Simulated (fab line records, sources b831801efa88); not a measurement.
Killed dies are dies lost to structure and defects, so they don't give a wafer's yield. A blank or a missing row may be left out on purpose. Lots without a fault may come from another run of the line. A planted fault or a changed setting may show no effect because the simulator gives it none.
One fault seen from 2 desks | flow sfq_line | each desk has only its own numbers; what lay behind them comes last

THE TOOL OWNER'S DESK: litho_track-01
The tool's own readings at SFQ_TRILAYER_I6_VIA_LITHO_PEB_172 (peb time 60 s): means of the sampled wafers that have a number, for each lot that ran on this tool. A lot is out of limits, marked OUT, if its mean lies more than 4 standard deviations from the usual mean; the brackets give that distance.
Columns: A = heater_power_total_W at SFQ_TRILAYER_I6_VIA_LITHO_PEB_172, usual 79.15 W; B = resist_line_temp_C at SFQ_TRILAYER_I6_VIA_LITHO_PEB_172, usual 23.01 C
lot  | first seen here | A     | B
L922 | day 67 20:19    | 79.14 | 22.95
L939 | day 83 20:19    | 79.09 | 23.03
L943 | day 84 18:28    | 79.12 | 23.15
This desk's finding: nothing out of limits on any of the 3 lots.

THE METROLOGY DESK
What the gauges read, lot by lot, whatever tool the lot ran on: means of the sampled wafers that have a number. A lot is out of limits, marked OUT, if its mean lies more than 4 standard deviations from the usual mean; the brackets give that distance.
Columns: A = I6_BOW at SFQ_I6_BOW_MEAS_941, usual 4 um; B = I6_OVL at SFQ_I6_OVL_MEAS_942, usual -1 nm
lot  | first seen here | A  | B
L922 | day 67 16:55    | 18 | 8
L926 | day 68 09:21    | -2 | -1
L939 | day 79 10:12    | 2  | -4
L943 | day 80 09:38    | 3  | -3
L944 | day 80 19:03    | 1  | -1
L945 | day 80 20:51    | -5 | 0
This desk's finding: nothing out of limits on any of the 6 lots.

PUT TOGETHER
The tool owner's desk saw nothing out of limits.
The metrology desk saw nothing out of limits.

WHAT THE SIMULATOR HAD PUT IN
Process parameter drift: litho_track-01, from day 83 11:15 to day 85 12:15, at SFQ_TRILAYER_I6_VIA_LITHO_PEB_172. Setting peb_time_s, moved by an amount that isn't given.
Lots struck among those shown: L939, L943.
